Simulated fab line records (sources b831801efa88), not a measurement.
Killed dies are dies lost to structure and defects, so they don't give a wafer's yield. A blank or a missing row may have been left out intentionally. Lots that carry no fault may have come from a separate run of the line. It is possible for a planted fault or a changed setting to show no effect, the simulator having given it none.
Which tool is to blame? -- flow gf180mcu -- 11 lots with 33 wafers sampled at 2 steps, on a route of 602 steps

== WHAT THE GAUGES READ, wafer by wafer ==
GF_VT_IMPLANT_RS_MEAS_46: measurement is done with a four-point probe.
lot,measured,on,MVSD_RS (ohm/sq)
L190,day 7 20:05,filmMetro-03,456.7 457.2 455.6
L191,day 8 01:40,filmMetro-04,456.7 456.9 457.0
L194,day 8 22:22,filmMetro-04,492.2 492.9 492.7 492.7 491.9 492.5
L195,day 9 09:27,filmMetro-04,492.7 491.7 491.8 490.1 491.0 490.6
L197,day 9 18:45,filmMetro-04,455.3 456.0 456.0
L202,day 11 06:04,filmMetro-03,456.1 456.9 455.4
L205,day 12 00:47,filmMetro-02,456.0 455.8 456.9
L207,day 12 14:06,filmMetro-04,456.7 457.5 457.4
L208,day 13 00:26,filmMetro-02,455.9 456.8 456.1
L210,day 13 12:02,filmMetro-02,457.4 457.5 456.1
L211,day 13 20:09,filmMetro-02,456.3 456.7 458.1

== WHAT TOOL EACH LOT RAN ON (gives the tool, then ch and the chambers of the sampled wafers, and finally the start) ==
lot,GF_MVSD_IMPLANT_09
L190,"implanter-04 ch 0, day 4 15:58"
L191,"implanter-03 ch 0, day 4 21:15"
L194,"implanter-03 ch 0, day 5 14:43"
L195,"implanter-03 ch 0, day 6 00:27"
L197,"implanter-04 ch 0, day 6 08:43"
L202,"implanter-02 ch 0, day 7 13:46"
L205,"implanter-03 ch 0, day 8 07:10"
L207,"implanter-03 ch 0, day 8 18:31"
L208,"implanter-02 ch 0, day 9 02:08"
L210,"implanter-04 ch 0, day 9 13:34"
L211,"implanter-02 ch 0, day 9 19:09"
- GF_MVSD_IMPLANT_09

== THE ANSWER, worked out from the rows above alone ==
Rule: usual is defined by the lots themselves. The widest of any qualifying gaps counts: lots, ordered by their means at a reading, are off when they make up no more than a third of the lots, leave a main group of 4 or more, and stand apart from it by 3 or more times the standard deviation of that group's means. Not used: any main group whose means are identical at the precision the tables above print for the reading. A lot without any number at a reading at which 4 lots or more have one is off too. Where the step has rows for the other lots, those lots are counted as sound.
Off: at GF_VT_IMPLANT_RS_MEAS_46 (MVSD_RS), L194, L195. Mean 456.6 ohm/sq and standard deviation 0.46 in the main group.
If a tool, at a process step before that reading, ran all the lots that are off and no sound lot after the first of them, it fits. The gauges at GF_VT_IMPLANT_RS_MEAS_46 are tried like those tools. No candidate that was tried fits.

== WHAT THE SIMULATOR PUT IN ==
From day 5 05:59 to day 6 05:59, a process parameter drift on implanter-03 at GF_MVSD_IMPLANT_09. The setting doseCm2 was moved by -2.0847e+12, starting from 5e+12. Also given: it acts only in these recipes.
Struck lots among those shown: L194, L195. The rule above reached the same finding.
